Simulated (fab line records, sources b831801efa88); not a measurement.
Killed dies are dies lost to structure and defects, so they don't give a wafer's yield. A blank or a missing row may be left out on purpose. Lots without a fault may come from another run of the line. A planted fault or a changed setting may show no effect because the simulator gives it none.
A struck lot beside a sound one | flow sky130 | 15 steps out of a route of 708
Sound: wafers L311.3, L311.4, L311.5. Struck: wafers L326.1, L326.3, L326.5. The cause comes at the end.
At each step with rows: each side's tool, then ch and its chambers, then its first start. Under that, the readings that differ: sound wafers | struck wafers | difference of the means | sigmas: that difference in standard deviations of wafers without a fault.
alike: readings whose means differ by less than 2 such deviations, and words and numbers that are the same on both sides. not compared: withheld readings, readings that some wafer has no value for, bounds like >300 that may hide the same value, and numbers for which the record gives no deviation and whose values overlap.
The two part at a step that has a row with sigmas, a row that says differs or no value, or rows on one side only. Numbers that don't overlap but have no deviation are shown without sigmas and don't part them. A reading that every wafer of one side lacks parts them only if that side has two wafers or more.

first, 2 steps without rows for these wafers: SKY_NWELL_IMPLANT_12; SKY_NWELL_IMPLANT_13.
SKY_NWELL_STRIP_14: strips in O2/N2.
  sound on plasma_asher-02 ch 0,1, day 5 05:54; struck on plasma_asher-03 ch 0,1, day 8 16:50
  alike: drypump_motor_current_A, oes_product_au, strip_time_to_endpoint_s
  not compared: rf_hours_counter_h
SKY_NWELL_TW_MEAS_15:
  sound on film_metro-01, day 5 05:59; struck on film_metro-02, day 8 16:56
  alike: NWELL_TW
then, 7 steps without rows for these wafers: SKY_NWELL_DEHYDRATE_16 (time 60 s); SKY_NWELL_HMDS_17 (prime time 60 s); SKY_NWELL_COAT_18 (resist thk 3000 nm); SKY_NWELL_SOFTBAKE_19; SKY_NWELL_EXPOSE_20 (exposes mask NWM COMPLEMENT, target cd 840 nm); SKY_NWELL_PEB_21; SKY_NWELL_DEVELOP_22 (develop time 60 s).
SKY_NWELL_OVL_MEAS_23:
  sound on overlay-02, day 5 23:46; struck on overlay-02, day 9 14:23
  reading           | sound          | struck      | difference | sigmas
  NWELL_01_OVL (nm) | -0.2 -1.9 -1.7 | 3.1 3.7 2.2 | +4.3       | +3
SKY_NWELL_IMPLANT_24:
  sound on implanter-04 ch 0, day 5 23:50; struck on implanter-02 ch 0, day 9 14:25
  reading                   | sound                | struck               | difference | sigmas
  beam_energy_keV           | 140.01 139.98 140.00 | 127.21 127.18 127.19 | -12.80     | -99 or more
  model.implant.drp_nm (nm) | 95.47 95.47 95.47    | 92.01 92.01 92.01    | -3.46      |
SKY_NWELL_STRIP_25: strips in O2/N2.
  sound on plasma_asher-03 ch 0,1, day 5 23:59; struck on plasma_asher-03 ch 0, day 9 14:34
  alike: drypump_motor_current_A, oes_product_au, strip_time_to_endpoint_s
  not compared: rf_hours_counter_h
-- the record jumps here: 41 days lie between the struck wafers' starts before and after (it left off in module NWELL and takes up again in module PAD_OPEN, whose first step shown is number 708 of the route) --
SKY_PAD_OPEN_PROBE_99:
  sound on prober-02, day 46 13:29; struck on prober-02, day 50 02:56
  reading                                 | sound                         | struck                        | difference | sigmas
  model.etest.res_iso_pwell.rs_ohm_sq     | 3328 3263 3432                | 4304 4043 4320                | +881       |
  model.etest.pfet_16v.r_on_ohm_um        | 1.514e+04 1.506e+04 1.543e+04 | 1.649e+04 1.606e+04 1.662e+04 | +1.180e+03 |
  model.etest.res_iso_pwell.line_ohm_um   | 1254 1225 1295                | 1649 1541 1659                | +358       |
  model.etest.res_iso_pwell.width_nm (nm) | 2643 2636 2637                | 2592 2610 2616                | -33        |
  model.etest.res_nwell.width_nm (nm)     | 845.4 849.2 852.3             | 869.6 865.7 867.2             | +18.5      |
  model.etest.pfet_16v.drive_ua_um        | 248.4 250 247.9               | 230.9 237.8 228.8             | -16.3      |
  model.etest.field_n.vt_v (V)            | 35.94 35.84 36.11             | 33.75 34.08 33.67             | -2.13      |
  alike: killed_at_M0_to_M3, killed_at_M4_up, killed_at_contacts, killed_at_front_end, killed_at_other, killed_dies, killed_open, killed_short
  not compared: model.etest.tip_n_5v.rs_ohm_sq

WHERE THEY PART
First at SKY_NWELL_OVL_MEAS_23; last, within this record, at SKY_NWELL_IMPLANT_24. Later steps at which nothing parts them and some readings are alike: SKY_NWELL_STRIP_25, SKY_PAD_OPEN_PROBE_99.

WHY: what the simulator had put in
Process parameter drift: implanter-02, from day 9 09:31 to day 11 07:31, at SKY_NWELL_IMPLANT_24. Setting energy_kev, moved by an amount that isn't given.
